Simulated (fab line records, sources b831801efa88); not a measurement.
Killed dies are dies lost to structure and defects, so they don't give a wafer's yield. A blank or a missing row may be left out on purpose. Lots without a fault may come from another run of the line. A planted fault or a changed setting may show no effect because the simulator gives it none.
A struck lot beside a sound one | flow sfq_line | 14 steps out of a route of 325
Sound: wafers L634.2, L634.3, L634.5. Struck: wafers L647.1, L647.4, L647.6. The cause comes at the end.
At each step with rows: each side's tool, then ch and its chambers, then its first start. Under that, the readings that differ: sound wafers | struck wafers | difference of the means | sigmas: that difference in standard deviations of wafers without a fault.
alike: readings whose means differ by less than 2 such deviations, and words and numbers that are the same on both sides. not compared: withheld readings, readings that some wafer has no value for, bounds like >300 that may hide the same value, and numbers for which the record gives no deviation and whose values overlap.
The two part at a step that has a row with sigmas, a row that says differs or no value, or rows on one side only. Numbers that don't overlap but have no deviation are shown without sigmas and don't part them. A reading that every wafer of one side lacks parts them only if that side has two wafers or more.

first, 1 step without rows for these wafers: SFQ_TRILAYER_INCOMING_OXIDATION_002 (target thk 500 nm, ox time 4759 s).
SFQ_TRILAYER_L0_DEP_SPUTTER_003: material MoNx KI, target thk 40 nm, time 100 s.
  sound on pvd_sputter-06, day 1 22:29; struck on pvd_sputter-06, day 4 15:29
  alike: throttle_valve_pct
SFQ_L0_RS_MEAS_901: measures by four-point-probe.
  sound on film_metro-02, day 1 22:35; struck on film_metro-03, day 4 15:34
  alike: L0_MONX_KI_RS
SFQ_L0_THK_MEAS_902: measures by xrf.
  sound on film_metro-02, day 1 22:41; struck on film_metro-03, day 4 15:41
  alike: L0_MONX_KI_THK
then, 6 steps without rows for these wafers: SFQ_TRILAYER_L0_LITHO_COAT_010 (resist thk 62 nm); SFQ_TRILAYER_L0_LITHO_COAT_005 (resist thk 600 nm); SFQ_TRILAYER_L0_LITHO_SOFTBAKE_009; SFQ_TRILAYER_L0_LITHO_EXPOSE_006 (exposes mask L0, target cd 2000 nm); SFQ_TRILAYER_L0_LITHO_PEB_008 (peb time 60 s); SFQ_TRILAYER_L0_LITHO_DEVELOP_007 (time 60 s).
-- the record jumps here: 4 days lie between the struck wafers' starts before and after --
SFQ_TRILAYER_L0_BARC_OPEN_METAL_ETCH_010: etches BARC in O2, target depth 125 nm, time 40.12 s.
  sound on rie_metal-02 ch 0,1, day 5 18:26; struck on rie_metal-04 ch 0,1, day 8 08:11
  alike: drypump_motor_current_A, oes_product_au
  not compared: rf_hours_counter_h
SFQ_TRILAYER_L0_ETCH_METAL_ETCH_008: etches MoNx KI in SF6/O2, stops on SiO2, target depth 50 nm, time 25 s.
  sound on rie_metal-02 ch 0,1, day 5 18:30; struck on rie_metal-04 ch 0,1, day 8 08:15
  alike: drypump_motor_current_A, oes_product_au
  not compared: rf_hours_counter_h
SFQ_TRILAYER_L0_STRIP_STRIP_009: strips in O2.
  sound on rie_metal-02 ch 0,1, day 5 18:33; struck on rie_metal-04 ch 0,1, day 8 08:17
  reading                        | sound             | struck            | difference | sigmas
  chamber_pressure_mTorr (mTorr) | 50.02 49.97 49.98 | 60.04 60.02 60.02 | +10.04     | +99 or more
  oes_product_au (a.u.)          | 1.001 0.993 0.996 | 1.012 1.013 1.025 | +0.020     | +2
  alike: drypump_motor_current_A
  not compared: rf_hours_counter_h
then, 1 step without rows for these wafers: SFQ_TRILAYER_L0_STRIP_SOLV_CLEAN_010 (cleans in NMP, time 600 s).

WHERE THEY PART
Only at SFQ_TRILAYER_L0_STRIP_STRIP_009, within this record.

WHY: what the simulator had put in
Process parameter drift: rie_metal-04, from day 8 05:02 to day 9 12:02, at SFQ_TRILAYER_L0_STRIP_STRIP_009. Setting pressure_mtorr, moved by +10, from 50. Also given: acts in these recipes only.
